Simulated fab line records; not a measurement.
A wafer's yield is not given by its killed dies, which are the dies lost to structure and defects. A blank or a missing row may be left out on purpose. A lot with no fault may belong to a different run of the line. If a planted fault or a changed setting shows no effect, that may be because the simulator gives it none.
What tool caused it? / flow sky130 / Sampling: 14 lots, 42 wafers, 4 of 708 route steps

== WHAT EACH GAUGE READ, for each wafer ==
SKY_VT_ADJUST_LVTN_OVL_MEAS_18. Usual: VT_ADJUST_LVTN_01_OVL gives -0.3 nm (standard deviation 1.6).
lot=L546; measured=day 7 16:58; on=overlay-02; VT_ADJUST_LVTN_01_OVL (nm)=-1.3 -1.7 -2.7; flag=
lot=L548; measured=day 8 16:28; on=overlay-02; VT_ADJUST_LVTN_01_OVL (nm)=-0.7 -1.0 -0.6; flag=
lot=L549; measured=day 8 17:04; on=overlay-02; VT_ADJUST_LVTN_01_OVL (nm)=0.3 0.0 1.9; flag=
lot=L550; measured=day 8 21:25; on=overlay-01; VT_ADJUST_LVTN_01_OVL (nm)=1.8 1.4 1.7; flag=
lot=L554; measured=day 9 21:22; on=overlay-01; VT_ADJUST_LVTN_01_OVL (nm)=-1.6 -2.7 -2.3; flag=
lot=L557; measured=day 10 13:01; on=overlay-01; VT_ADJUST_LVTN_01_OVL (nm)=-0.6 -1.4 -1.3; flag=
lot=L558; measured=day 11 00:35; on=overlay-02; VT_ADJUST_LVTN_01_OVL (nm)=1.8 1.3 0.0; flag=
lot=L559; measured=day 11 08:26; on=overlay-02; VT_ADJUST_LVTN_01_OVL (nm)=0.7 2.5 1.9; flag=
lot=L560; measured=day 11 14:49; on=overlay-02; VT_ADJUST_LVTN_01_OVL (nm)=2.3 0.5 0.3; flag=
lot=L561; measured=day 11 21:47; on=overlay-02; VT_ADJUST_LVTN_01_OVL (nm)=0.6 0.7 0.4; flag=
lot=L565; measured=day 13 02:46; on=overlay-01; VT_ADJUST_LVTN_01_OVL (nm)=-1.1 -0.1 -1.2; flag=
lot=L566; measured=day 13 18:25; on=overlay-01; VT_ADJUST_LVTN_01_OVL (nm)=-1.2 1.0 0.6; flag=
lot=L567; measured=day 14 15:31; on=overlay-01; VT_ADJUST_LVTN_01_OVL (nm)=-1.5 -2.0 -1.5; flag=
lot=L568; measured=day 15 04:31; on=overlay-01; VT_ADJUST_LVTN_01_OVL (nm)=-2.1 -2.3 -3.7; flag=

SKY_VT_ADJUST_LVTN_TW_MEAS_21. Usual: VT_ADJUST_LVTN_2_TW gives 189.2 (standard deviation 2.1).
lot=L546; measured=day 7 17:14; on=filmMetro-04; VT_ADJUST_LVTN_2_TW=187.0 187.1 186.9; flag=
lot=L548; measured=day 8 16:46; on=filmMetro-03; VT_ADJUST_LVTN_2_TW=187.9 188.0 188.3; flag=
lot=L549; measured=day 8 17:21; on=filmMetro-04; VT_ADJUST_LVTN_2_TW=188.1 186.9 187.1; flag=
lot=L550; measured=day 8 21:42; on=filmMetro-02; VT_ADJUST_LVTN_2_TW=191.1 191.4 190.5; flag=
lot=L554; measured=day 9 21:40; on=filmMetro-02; VT_ADJUST_LVTN_2_TW=191.4 191.4 191.5; flag=
lot=L557; measured=day 10 13:19; on=filmMetro-02; VT_ADJUST_LVTN_2_TW=189.6 191.3 191.1; flag=
lot=L558; measured=day 11 00:52; on=filmMetro-03; VT_ADJUST_LVTN_2_TW=189.5 188.7 189.5; flag=
lot=L559; measured=day 11 08:43; on=filmMetro-04; VT_ADJUST_LVTN_2_TW=187.2 187.6 187.7; flag=
lot=L560; measured=day 11 15:07; on=filmMetro-04; VT_ADJUST_LVTN_2_TW=186.8 187.4 186.0; flag=
lot=L561; measured=day 11 22:04; on=filmMetro-03; VT_ADJUST_LVTN_2_TW=188.7 188.5 189.3; flag=
lot=L565; measured=day 13 03:02; on=filmMetro-02; VT_ADJUST_LVTN_2_TW=191.7 192.1 191.6; flag=
lot=L566; measured=day 13 18:42; on=filmMetro-03; VT_ADJUST_LVTN_2_TW=188.0 188.9 188.5; flag=
lot=L567; measured=day 14 15:47; on=filmMetro-02; VT_ADJUST_LVTN_2_TW=192.4 194.9 192.7; flag=
lot=L568; measured=day 15 04:49; on=filmMetro-03; VT_ADJUST_LVTN_2_TW=188.0 188.9 189.2; flag=

SKY_SONOS_ONO_OVL_MEAS_14. Usual: SONOS_ONO_OVL gives 0.2 nm (standard deviation 1.4).
lot=L546; measured=day 12 15:23; on=overlay-01; SONOS_ONO_OVL (nm)=1.2 0.0 1.0; flag=
lot=L548; measured=day 13 18:47; on=overlay-02; SONOS_ONO_OVL (nm)=0.5 0.6 0.0; flag=
lot=L549; measured=day 13 20:11; on=overlay-01; SONOS_ONO_OVL (nm)=-1.1 1.0 -1.2; flag=
lot=L550; measured=day 14 01:08; on=overlay-02; SONOS_ONO_OVL (nm)=1.2 0.2 0.3; flag=
lot=L554; measured=day 15 10:06; on=overlay-02; SONOS_ONO_OVL (nm)=-0.7 0.4 -0.9; flag=
lot=L557; measured=day 16 00:32; on=overlay-01; SONOS_ONO_OVL (nm)=-0.3 -1.9 -0.4; flag=
lot=L558; measured=day 16 15:32; on=overlay-02; SONOS_ONO_OVL (nm)=1.1 0.0 2.6; flag=
lot=L559; measured=day 17 00:08; on=overlay-01; SONOS_ONO_OVL (nm)=1.9 3.1 0.6; flag=
lot=L560; measured=day 17 06:26; on=overlay-01; SONOS_ONO_OVL (nm)=1.6 1.0 -0.2; flag=
lot=L561; measured=day 17 16:32; on=overlay-02; SONOS_ONO_OVL (nm)=2.6 0.6 1.3; flag=
lot=L565; measured=day 19 06:38; on=overlay-01; SONOS_ONO_OVL (nm)=2.6 0.3 1.7; flag=
lot=L566; measured=day 19 23:20; on=overlay-02; SONOS_ONO_OVL (nm)=0.4 -1.4 -0.9; flag=
lot=L567; measured=day 20 23:26; on=overlay-01; SONOS_ONO_OVL (nm)=0.6 2.5 2.9; flag=
lot=L568; measured=day 21 17:11; on=overlay-01; SONOS_ONO_OVL (nm)=-0.1 -1.5 -0.8; flag=

== TOOL THAT RAN EACH LOT (tool first, then ch and the chambers of the sampled wafers, then the start) ==
lot=L546; SKY_SONOS_ONO_SOFTBAKE_09=lithoTrack-02 ch 0, day 12 03:13
lot=L548; SKY_SONOS_ONO_SOFTBAKE_09=lithoTrack-04 ch 0, day 13 05:28
lot=L549; SKY_SONOS_ONO_SOFTBAKE_09=lithoTrack-02 ch 0, day 13 06:58
lot=L550; SKY_SONOS_ONO_SOFTBAKE_09=lithoTrack-03 ch 0, day 13 11:32
lot=L554; SKY_SONOS_ONO_SOFTBAKE_09=lithoTrack-02 ch 0, day 14 20:00
lot=L557; SKY_SONOS_ONO_SOFTBAKE_09=lithoTrack-02 ch 0, day 15 11:01
lot=L558; SKY_SONOS_ONO_SOFTBAKE_09=lithoTrack-02 ch 0, day 16 01:36
lot=L559; SKY_SONOS_ONO_SOFTBAKE_09=lithoTrack-03 ch 0, day 16 10:25
lot=L560; SKY_SONOS_ONO_SOFTBAKE_09=lithoTrack-04 ch 0, day 16 15:46
lot=L561; SKY_SONOS_ONO_SOFTBAKE_09=lithoTrack-04 ch 0, day 17 01:56
lot=L565; SKY_SONOS_ONO_SOFTBAKE_09=lithoTrack-02 ch 0, day 18 15:37
lot=L566; SKY_SONOS_ONO_SOFTBAKE_09=lithoTrack-02 ch 0, day 19 07:10
lot=L567; SKY_SONOS_ONO_SOFTBAKE_09=lithoTrack-03 ch 0, day 20 08:07
lot=L568; SKY_SONOS_ONO_SOFTBAKE_09=lithoTrack-04 ch 0, day 21 01:37
- SKY_SONOS_ONO_SOFTBAKE_09: time 60 s.

== WHAT THE TOOLS THEMSELVES READ (means of the sampled wafers that have a number; where no wafer has one, the mark that the record gives instead) ==
SKY_SONOS_ONO_SOFTBAKE_09. Usual: heaterPowerTotalW 56.59 W, standard deviation 0.038; plateTempC 90.03 C, standard deviation 0.11.
lot=L546; tool=lithoTrack-02; heaterPowerTotalW (W)=56.58; plateTempC (C)=89.99; flag=
lot=L548; tool=lithoTrack-04; heaterPowerTotalW (W)=56.63; plateTempC (C)=89.94; flag=
lot=L549; tool=lithoTrack-02; heaterPowerTotalW (W)=56.60; plateTempC (C)=89.96; flag=
lot=L550; tool=lithoTrack-03; heaterPowerTotalW (W)=56.63; plateTempC (C)=89.97; flag=
lot=L554; tool=lithoTrack-02; heaterPowerTotalW (W)=56.61; plateTempC (C)=90.01; flag=
lot=L557; tool=lithoTrack-02; heaterPowerTotalW (W)=59.98; plateTempC (C)=93.68; flag=OFF
lot=L558; tool=lithoTrack-02; heaterPowerTotalW (W)=59.96; plateTempC (C)=93.81; flag=OFF
lot=L559; tool=lithoTrack-03; heaterPowerTotalW (W)=56.62; plateTempC (C)=90.02; flag=
lot=L560; tool=lithoTrack-04; heaterPowerTotalW (W)=56.55; plateTempC (C)=90.15; flag=
lot=L561; tool=lithoTrack-04; heaterPowerTotalW (W)=56.60; plateTempC (C)=90.06; flag=
lot=L565; tool=lithoTrack-02; heaterPowerTotalW (W)=56.55; plateTempC (C)=89.94; flag=
lot=L566; tool=lithoTrack-02; heaterPowerTotalW (W)=56.58; plateTempC (C)=90.06; flag=
lot=L567; tool=lithoTrack-03; heaterPowerTotalW (W)=56.60; plateTempC (C)=89.92; flag=
lot=L568; tool=lithoTrack-04; heaterPowerTotalW (W)=56.61; plateTempC (C)=90.00; flag=

== THE ANSWER, worked out from the rows above alone ==
Rule: lot off if the mean of its wafers having a number is beyond 3 standard deviations from the usual mean. A lot without any number at a reading at which 4 lots or more have one is off too. All remaining lots with rows at the step are treated as sound. First the gauges in route order, then the tools' own readings, where a lot's mean is used as printed above. At the first step where some lot is off, the reading lying furthest off is the one used; lots without a number count as furthest.
Off: L557, L558, at SKY_SONOS_ONO_SOFTBAKE_09 (heaterPowerTotalW).
If a tool, at that step or one of the process steps before it, ran each lot that is off and ran no sound lot following the first of them, it fits. Of those tried, none fits.

== WHAT THE SIMULATOR PUT IN ==
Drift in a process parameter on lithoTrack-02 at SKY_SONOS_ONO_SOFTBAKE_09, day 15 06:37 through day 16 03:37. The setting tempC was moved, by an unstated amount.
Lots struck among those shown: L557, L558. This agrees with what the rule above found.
